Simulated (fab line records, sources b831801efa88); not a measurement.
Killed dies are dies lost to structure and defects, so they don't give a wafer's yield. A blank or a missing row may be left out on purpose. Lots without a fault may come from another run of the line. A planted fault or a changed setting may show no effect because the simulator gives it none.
Which tool did it? | flow gf180mcu | 11 lots, 33 wafers sampled, at 5 steps of a route of 602

WHAT THE GAUGES READ, wafer by wafer
GF_M1_RS_MEAS_05: measures by four-point-probe.
lot  | measured     | on            | M1_ALCU_RS (ohm/sq)
L439 | day 16 02:05 | film_metro-03 | 0.0696 0.0686 0.0689
L442 | day 16 23:46 | film_metro-03 | 0.0691 0.0683 0.0682
L444 | day 17 23:13 | film_metro-01 | 0.0693 0.0683 0.0688
L446 | day 18 23:29 | film_metro-01 | 0.0699 0.0675 0.0687
L452 | day 21 02:03 | film_metro-03 | 0.0687 0.0701 0.0709
L456 | day 22 05:53 | film_metro-02 | 0.0685 0.0695 0.0693
L457 | day 22 13:35 | film_metro-01 | 0.1063 0.1057 0.1054
L458 | day 23 01:44 | film_metro-01 | 0.1042 0.0991 0.1029
L459 | day 23 06:09 | film_metro-03 | 0.0691 0.0703 0.0699
L460 | day 23 12:01 | film_metro-01 | 0.0695 0.0681 0.0697
L462 | day 24 08:35 | film_metro-01 | 0.0699 0.0694 0.0686

GF_M1_THK_MEAS_06: measures by xrf.
lot  | measured     | on            | M1_ALCU_THK (nm)
L439 | day 16 02:13 | film_metro-03 | 457 464 460
L442 | day 16 23:53 | film_metro-03 | 459 466 466
L444 | day 17 23:20 | film_metro-01 | 458 465 462
L446 | day 18 23:37 | film_metro-01 | 452 468 459
L452 | day 21 02:10 | film_metro-03 | 468 458 451
L456 | day 22 06:00 | film_metro-02 | 465 456 458
L457 | day 22 13:40 | film_metro-01 | 297 301 299
L458 | day 23 01:52 | film_metro-01 | 303 321 308
L459 | day 23 06:16 | film_metro-03 | 463 457 457
L460 | day 23 12:07 | film_metro-01 | 456 464 452
L462 | day 24 08:43 | film_metro-01 | 453 457 463

WHICH TOOL RAN EACH LOT (tool, then ch and the chambers of the sampled wafers, then the start)
lot  | GF_PSD_RTA_13                    | GF_CONTACT_CVD_02               | GF_M1_SPUTTER_02
L439 | rtp_anneal-01 ch 0, day 14 06:53 | pecvd-04 ch 0,1,2, day 15 01:58 | pvd_sputter-02, day 16 02:00
L442 | rtp_anneal-02 ch 0, day 15 00:09 | pecvd-04 ch 1,2, day 15 23:49   | pvd_sputter-02, day 16 23:40
L444 | rtp_anneal-01 ch 0, day 15 21:45 | pecvd-02 ch 1,2, day 16 21:31   | pvd_sputter-02, day 17 23:07
L446 | rtp_anneal-01 ch 0, day 16 20:20 | pecvd-02 ch 0,1,2, day 17 21:25 | pvd_sputter-02, day 18 23:24
L452 | rtp_anneal-02 ch 0, day 18 22:31 | pecvd-03 ch 1,2, day 20 00:29   | pvd_sputter-02, day 21 01:58
L456 | rtp_anneal-01 ch 0, day 20 02:05 | pecvd-03 ch 0,1,2, day 21 04:10 | pvd_sputter-02, day 22 05:47
L457 | rtp_anneal-01 ch 0, day 20 11:48 | pecvd-02 ch 0,1,2, day 21 12:31 | pvd_sputter-01, day 22 13:26
L458 | rtp_anneal-01 ch 0, day 21 00:08 | pecvd-04 ch 0,1, day 22 01:12   | pvd_sputter-01, day 23 01:39
L459 | rtp_anneal-02 ch 0, day 21 03:42 | pecvd-02 ch 0,1,2, day 22 04:43 | pvd_sputter-03, day 23 06:04
L460 | rtp_anneal-02 ch 0, day 21 10:05 | pecvd-03 ch 0,1,2, day 22 11:20 | pvd_sputter-02, day 23 11:52
L462 | rtp_anneal-01 ch 0, day 22 07:14 | pecvd-04 ch 0,2, day 23 07:49   | pvd_sputter-03, day 24 08:30
- GF_PSD_RTA_13: time 20 s.
- GF_CONTACT_CVD_02: deposits SiO2 from TEOS, target thk 860 nm, time 95.992 s.
- GF_M1_SPUTTER_02: material AlCu, target thk 450 nm, time 23.9 s.

WHAT THE TOOLS THEMSELVES READ (means of the sampled wafers that have a number; where no wafer has one, the mark that the record gives instead)
GF_PSD_RTA_13.
lot  | tool          | anneal_temp_c_max | lamp_power_pct (%) | wafer_temp_C_max
L439 | rtp_anneal-01 | 1031.5            | 34.4               | 1030.3
L442 | rtp_anneal-02 | 1030.2            | 39.1               | 1031.9
L444 | rtp_anneal-01 | 1032.3            | 34.4               | 1031.1
L446 | rtp_anneal-01 | 1032.1            | 34.5               | 1031.1
L452 | rtp_anneal-02 | 1032.7            | 39.1               | 1032.2
L456 | rtp_anneal-01 | 1032.2            | 34.5               | 1031.5
L457 | rtp_anneal-01 | 1032.0            | 34.4               | 1031.0
L458 | rtp_anneal-01 | 1030.9            | 34.4               | 1030.7
L459 | rtp_anneal-02 | 1031.9            | 39.1               | 1032.8
L460 | rtp_anneal-02 | 1030.8            | 39.1               | 1030.8
L462 | rtp_anneal-01 | 1031.7            | 34.5               | 1030.7

GF_CONTACT_CVD_02.
lot  | tool     | heater_power_w (W)
L439 | pecvd-04 | 664
L442 | pecvd-04 | 666
L444 | pecvd-02 | 686
L446 | pecvd-02 | 732
L452 | pecvd-03 | 659
L456 | pecvd-03 | 626
L457 | pecvd-02 | 660
L458 | pecvd-04 | 614
L459 | pecvd-02 | 681
L460 | pecvd-03 | 664
L462 | pecvd-04 | 587

GF_M1_SPUTTER_02.
lot  | tool           | chamber_pressure_pa (Pa) | throttle_valve_pct (%)
L439 | pvd_sputter-02 | 0.4002                   | 30.1
L442 | pvd_sputter-02 | 0.3998                   | 29.4
L444 | pvd_sputter-02 | 0.3996                   | 30.1
L446 | pvd_sputter-02 | 0.4001                   | 29.8
L452 | pvd_sputter-02 | 0.4006                   | 29.8
L456 | pvd_sputter-02 | 0.4001                   | 29.5
L457 | pvd_sputter-01 | 0.3994                   | 29.7
L458 | pvd_sputter-01 | 0.3990                   | 29.8
L459 | pvd_sputter-03 | 0.3997                   | 29.2
L460 | pvd_sputter-02 | 0.4001                   | 30.7
L462 | pvd_sputter-03 | 0.4003                   | 29.4

THE ANSWER, worked out from the rows above alone
Rule: what is usual is taken from the lots themselves. Put in order of their means at a reading, lots are off if they are a third of the lots or fewer, leave a main group of 4 or more, and stand apart from it by a gap of 3 or more times the standard deviation of the main group's means; of several such gaps the widest counts. A main group whose means are all the same, to the digits that the tables above print for the reading, isn't used. A lot without any number at a reading at which 4 lots or more have one is off too. The other lots that the step has rows for count as sound. The gauges are gone through in route order, then the tools' own readings, and for those a lot's mean is taken as printed above. The first step at which some lot is off is used, and at that step the reading that is off furthest; a lot without a number counts as furthest.
Off: L457, L458, at GF_M1_RS_MEAS_05 (M1_ALCU_RS). The main group: mean 0.0691 ohm/sq, standard deviation 0.00043.
A tool fits if, at a process step before that reading, it ran every lot that is off, and no sound lot after the first of them. The gauges at GF_M1_RS_MEAS_05 are tried like those tools. One fits: pvd_sputter-01 at GF_M1_SPUTTER_02. It ran no sound lot before its first lot that is off in this sample, so the start can't be narrowed down.

WHAT THE SIMULATOR HAD PUT IN
Process parameter drift: pvd_sputter-01, from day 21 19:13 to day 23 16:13, at GF_M1_SPUTTER_02. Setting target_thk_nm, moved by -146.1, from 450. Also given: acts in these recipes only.
Lots struck among those shown: L457, L458. The rule above found the same.
